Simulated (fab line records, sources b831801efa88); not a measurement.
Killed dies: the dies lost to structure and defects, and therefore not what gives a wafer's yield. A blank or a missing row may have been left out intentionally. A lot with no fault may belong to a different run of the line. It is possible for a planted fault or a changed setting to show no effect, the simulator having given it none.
Which tool is to blame? :: flow gf180mcu :: 39 wafers from 13 lots sampled at 4 of the route's 602 steps

== WHAT EACH GAUGE READ, for each wafer ==
GF_MIM_THK_MEAS_11: measures by xrf. Usual: MIM_ALCU_THK gives 199.3 nm (standard deviation 2.7).
lot: L506
measured: day 24 16:59
on: film-metro-02
MIM_ALCU_THK (nm): 200.2 205.6 199.8
flag: 

lot: L508
measured: day 25 14:26
on: film-metro-02
MIM_ALCU_THK (nm): 198.9 202.8 202.1
flag: 

lot: L510
measured: day 26 05:19
on: film-metro-02
MIM_ALCU_THK (nm): 201.2 199.7 200.0
flag: 

lot: L511
measured: day 26 18:02
on: film-metro-03
MIM_ALCU_THK (nm): 203.2 203.7 201.6
flag: 

lot: L512
measured: day 26 21:40
on: film-metro-02
MIM_ALCU_THK (nm): 196.6 198.7 196.8
flag: 

lot: L513
measured: day 27 15:29
on: film-metro-03
MIM_ALCU_THK (nm): 201.8 204.1 203.4
flag: 

lot: L516
measured: day 28 07:44
on: film-metro-02
MIM_ALCU_THK (nm): 195.8 197.5 198.5
flag: 

lot: L518
measured: day 28 20:53
on: film-metro-04
MIM_ALCU_THK (nm): 199.0 199.7 200.4
flag: 

lot: L520
measured: day 29 15:23
on: film-metro-03
MIM_ALCU_THK (nm): 201.3 198.6 200.1
flag: 

lot: L525
measured: day 30 18:40
on: film-metro-02
MIM_ALCU_THK (nm): 194.9 197.0 196.1
flag: 

lot: L526
measured: day 31 00:37
on: film-metro-03
MIM_ALCU_THK (nm): 196.5 197.3 197.8
flag: 

lot: L528
measured: day 31 11:52
on: film-metro-02
MIM_ALCU_THK (nm): 202.0 204.0 203.2
flag: 

lot: L529
measured: day 31 17:11
on: film-metro-03
MIM_ALCU_THK (nm): 198.0 200.5 198.7
flag: 

GF_PASSIVATION_BOW_MEAS_14. Usual: PASSIVATION_BOW gives 136 um (standard deviation 8.3).
lot: L506
measured: day 29 06:27
on: film-metro-03
PASSIVATION_BOW (um): 129 135 132
flag: 

lot: L508
measured: day 30 01:31
on: film-metro-04
PASSIVATION_BOW (um): 140 136 121
flag: 

lot: L510
measured: day 30 13:41
on: film-metro-03
PASSIVATION_BOW (um): 130 127 146
flag: 

lot: L511
measured: day 31 01:32
on: film-metro-01
PASSIVATION_BOW (um): 142 148 144
flag: 

lot: L512
measured: day 31 03:32
on: film-metro-04
PASSIVATION_BOW (um): 133 139 142
flag: 

lot: L513
measured: day 31 21:20
on: film-metro-03
PASSIVATION_BOW (um): 132 144 127
flag: 

lot: L516
measured: day 32 11:11
on: film-metro-04
PASSIVATION_BOW (um): 126 131 139
flag: 

lot: L518
measured: day 32 22:02
on: film-metro-03
PASSIVATION_BOW (um): 145 145 140
flag: 

lot: L520
measured: day 33 12:43
on: film-metro-03
PASSIVATION_BOW (um): 140 127 139
flag: 

lot: L525
measured: day 34 11:24
on: film-metro-01
PASSIVATION_BOW (um): 121 121 132
flag: 

lot: L526
measured: day 34 18:11
on: film-metro-03
PASSIVATION_BOW (um): 134 118 130
flag: 

lot: L528
measured: day 35 03:19
on: film-metro-01
PASSIVATION_BOW (um): 129 144 132
flag: 

lot: L529
measured: day 35 05:49
on: film-metro-03
PASSIVATION_BOW (um): 142 143 147
flag: 

== TOOL THAT RAN EACH LOT (tool first, then ch and the chambers of the sampled wafers, then the start) ==
lot: L506
GF_HV_LDD_STRIP_10: plasma-asher-01 ch 1, day 10 01:56
GF_M5_ETCH_09: rie-diel-01 ch 1,3, day 26 12:23

lot: L508
GF_HV_LDD_STRIP_10: plasma-asher-02 ch 0,1, day 10 16:05
GF_M5_ETCH_09: rie-diel-01 ch 2,3, day 27 08:59

lot: L510
GF_HV_LDD_STRIP_10: plasma-asher-01 ch 0,1, day 11 07:44
GF_M5_ETCH_09: rie-diel-01 ch 0,1,3, day 27 22:18

lot: L511
GF_HV_LDD_STRIP_10: plasma-asher-02 ch 0,1, day 11 20:07
GF_M5_ETCH_09: rie-diel-02 ch 1,2, day 28 11:26

lot: L512
GF_HV_LDD_STRIP_10: plasma-asher-01 ch 0,1, day 11 21:23
GF_M5_ETCH_09: rie-diel-01 ch 0,1,3, day 28 14:02

lot: L513
GF_HV_LDD_STRIP_10: plasma-asher-01 ch 0,1, day 12 16:25
GF_M5_ETCH_09: rie-diel-01 ch 0,1,3, day 29 07:32

lot: L516
GF_HV_LDD_STRIP_10: plasma-asher-01 ch 0,1, day 13 05:43
GF_M5_ETCH_09: rie-diel-02 ch 0,3, day 29 22:59

lot: L518
GF_HV_LDD_STRIP_10: plasma-asher-01 ch 0,1, day 13 23:05
GF_M5_ETCH_09: rie-diel-02 ch 0,2, day 30 11:26

lot: L520
GF_HV_LDD_STRIP_10: plasma-asher-02 ch 0,1, day 14 14:40
GF_M5_ETCH_09: rie-diel-01 ch 2,3, day 31 04:47

lot: L525
GF_HV_LDD_STRIP_10: plasma-asher-04 ch 0,1, day 16 01:10
GF_M5_ETCH_09: rie-diel-02 ch 0,2,3, day 32 05:38

lot: L526
GF_HV_LDD_STRIP_10: plasma-asher-01 ch 0,1, day 16 07:32
GF_M5_ETCH_09: rie-diel-03 ch 0,2,3, day 32 11:59

lot: L528
GF_HV_LDD_STRIP_10: plasma-asher-04 ch 0,1, day 16 22:23
GF_M5_ETCH_09: rie-diel-02 ch 0,1,3, day 32 22:56

lot: L529
GF_HV_LDD_STRIP_10: plasma-asher-04 ch 0,1, day 17 04:28
GF_M5_ETCH_09: rie-diel-02 ch 0,2,3, day 33 01:56
- GF_HV_LDD_STRIP_10: strips in O2/N2.
- GF_M5_ETCH_09: etches Si3N4 in CF4/O2, target depth 52 nm, time 11.6 s.

== WHAT THE TOOLS THEMSELVES READ (means of the sampled wafers that have a number; where no wafer has one, the mark that the record gives instead) ==
GF_HV_LDD_STRIP_10. Usual: drypump-motor-current-A 5.5 A, standard deviation 0.32; heater-power-w 322 W, standard deviation 37; n2-flow-sccm 300.0 sccm, standard deviation 0.86; oes-product-au 0.716 a.u., standard deviation 0.005; strip-time-to-endpoint-s 12.64 s, standard deviation 0.039.
lot: L506
tool: plasma-asher-01
drypump-motor-current-A (A): 6.0
heater-power-w (W): 368
n2-flow-sccm (sccm): 299.6
oes-product-au (a.u.): 0.718
strip-time-to-endpoint-s (s): 12.68
flag: 

lot: L508
tool: plasma-asher-02
drypump-motor-current-A (A): 5.5
heater-power-w (W): 298
n2-flow-sccm (sccm): 300.2
oes-product-au (a.u.): 0.715
strip-time-to-endpoint-s (s): 12.68
flag: 

lot: L510
tool: plasma-asher-01
drypump-motor-current-A (A): 5.8
heater-power-w (W): 368
n2-flow-sccm (sccm): 298.9
oes-product-au (a.u.): 0.712
strip-time-to-endpoint-s (s): 12.66
flag: 

lot: L511
tool: plasma-asher-02
drypump-motor-current-A (A): 5.5
heater-power-w (W): 289
n2-flow-sccm (sccm): 300.1
oes-product-au (a.u.): 0.718
strip-time-to-endpoint-s (s): 12.62
flag: 

lot: L512
tool: plasma-asher-01
drypump-motor-current-A (A): 5.8
heater-power-w (W): 372
n2-flow-sccm (sccm): 300.0
oes-product-au (a.u.): 0.719
strip-time-to-endpoint-s (s): 12.62
flag: 

lot: L513
tool: plasma-asher-01
drypump-motor-current-A (A): 5.7
heater-power-w (W): 377
n2-flow-sccm (sccm): 299.6
oes-product-au (a.u.): 0.713
strip-time-to-endpoint-s (s): 12.67
flag: 

lot: L516
tool: plasma-asher-01
drypump-motor-current-A (A): 5.8
heater-power-w (W): 370
n2-flow-sccm (sccm): 299.4
oes-product-au (a.u.): 0.715
strip-time-to-endpoint-s (s): 12.65
flag: 

lot: L518
tool: plasma-asher-01
drypump-motor-current-A (A): 5.8
heater-power-w (W): 377
n2-flow-sccm (sccm): 300.4
oes-product-au (a.u.): 0.717
strip-time-to-endpoint-s (s): 12.63
flag: 

lot: L520
tool: plasma-asher-02
drypump-motor-current-A (A): 5.5
heater-power-w (W): 284
n2-flow-sccm (sccm): 299.5
oes-product-au (a.u.): 0.717
strip-time-to-endpoint-s (s): 12.65
flag: 

lot: L525
tool: plasma-asher-04
drypump-motor-current-A (A): 5.1
heater-power-w (W): 313
n2-flow-sccm (sccm): 299.2
oes-product-au (a.u.): 0.715
strip-time-to-endpoint-s (s): 12.68
flag: 

lot: L526
tool: plasma-asher-01
drypump-motor-current-A (A): 5.6
heater-power-w (W): 374
n2-flow-sccm (sccm): 299.7
oes-product-au (a.u.): 0.718
strip-time-to-endpoint-s (s): 12.66
flag: 

lot: L528
tool: plasma-asher-04
drypump-motor-current-A (A): 5.1
heater-power-w (W): 313
n2-flow-sccm (sccm): 300.3
oes-product-au (a.u.): 0.719
strip-time-to-endpoint-s (s): 12.60
flag: 

lot: L529
tool: plasma-asher-04
drypump-motor-current-A (A): 5.1
heater-power-w (W): 316
n2-flow-sccm (sccm): 301.2
oes-product-au (a.u.): 0.720
strip-time-to-endpoint-s (s): 12.73
flag: 

GF_M5_ETCH_09. Usual: drypump-motor-current-A 5.8 A, standard deviation 0.48; oes-product-au 1.005 a.u., standard deviation 0.012; throttle-valve-pct 5.972 %, standard deviation 0.0098.
lot: L506
tool: rie-diel-01
drypump-motor-current-A (A): 5.7
oes-product-au (a.u.): 1.011
throttle-valve-pct (%): 5.969
flag: 

lot: L508
tool: rie-diel-01
drypump-motor-current-A (A): 5.8
oes-product-au (a.u.): 1.001
throttle-valve-pct (%): 5.973
flag: 

lot: L510
tool: rie-diel-01
drypump-motor-current-A (A): 5.7
oes-product-au (a.u.): 1.004
throttle-valve-pct (%): 5.968
flag: 

lot: L511
tool: rie-diel-02
drypump-motor-current-A (A): 6.1
oes-product-au (a.u.): 1.003
throttle-valve-pct (%): 5.975
flag: 

lot: L512
tool: rie-diel-01
drypump-motor-current-A (A): 5.7
oes-product-au (a.u.): 1.004
throttle-valve-pct (%): 5.980
flag: 

lot: L513
tool: rie-diel-01
drypump-motor-current-A (A): 5.7
oes-product-au (a.u.): 1.000
throttle-valve-pct (%): 5.963
flag: 

lot: L516
tool: rie-diel-02
drypump-motor-current-A (A): 5.4
oes-product-au (a.u.): 1.013
throttle-valve-pct (%): 5.965
flag: 

lot: L518
tool: rie-diel-02
drypump-motor-current-A (A): 5.4
oes-product-au (a.u.): 1.005
throttle-valve-pct (%): 5.977
flag: 

lot: L520
tool: rie-diel-01
drypump-motor-current-A (A): 5.8
oes-product-au (a.u.): 1.000
throttle-valve-pct (%): 5.972
flag: 

lot: L525
tool: rie-diel-02
drypump-motor-current-A (A): 5.4
oes-product-au (a.u.): 1.016
throttle-valve-pct (%): 5.975
flag: 

lot: L526
tool: rie-diel-03
drypump-motor-current-A (A): 6.0
oes-product-au (a.u.): 0.996
throttle-valve-pct (%): 5.967
flag: 

lot: L528
tool: rie-diel-02
drypump-motor-current-A (A): 5.8
oes-product-au (a.u.): 1.017
throttle-valve-pct (%): 5.976
flag: 

lot: L529
tool: rie-diel-02
drypump-motor-current-A (A): 5.4
oes-product-au (a.u.): 1.009
throttle-valve-pct (%): 5.964
flag: 

== THE ANSWER, worked out from the rows above alone ==
Rule: take the mean of a lot's wafers that have a number; if it is more than 3 standard deviations from the usual mean, the lot is off. A lot without any number at a reading at which 4 lots or more have one is off too. All remaining lots with rows at the step are treated as sound. Order of review: gauges by route order, followed by the tools' own readings, for which a lot's mean as printed above is used. The first step at which some lot is off is used, and at that step the reading that is off furthest; a lot without a number counts as furthest.
None of the lots is off at any reading shown; this tells nothing.

== WHAT THE SIMULATOR HAD INSERTED ==
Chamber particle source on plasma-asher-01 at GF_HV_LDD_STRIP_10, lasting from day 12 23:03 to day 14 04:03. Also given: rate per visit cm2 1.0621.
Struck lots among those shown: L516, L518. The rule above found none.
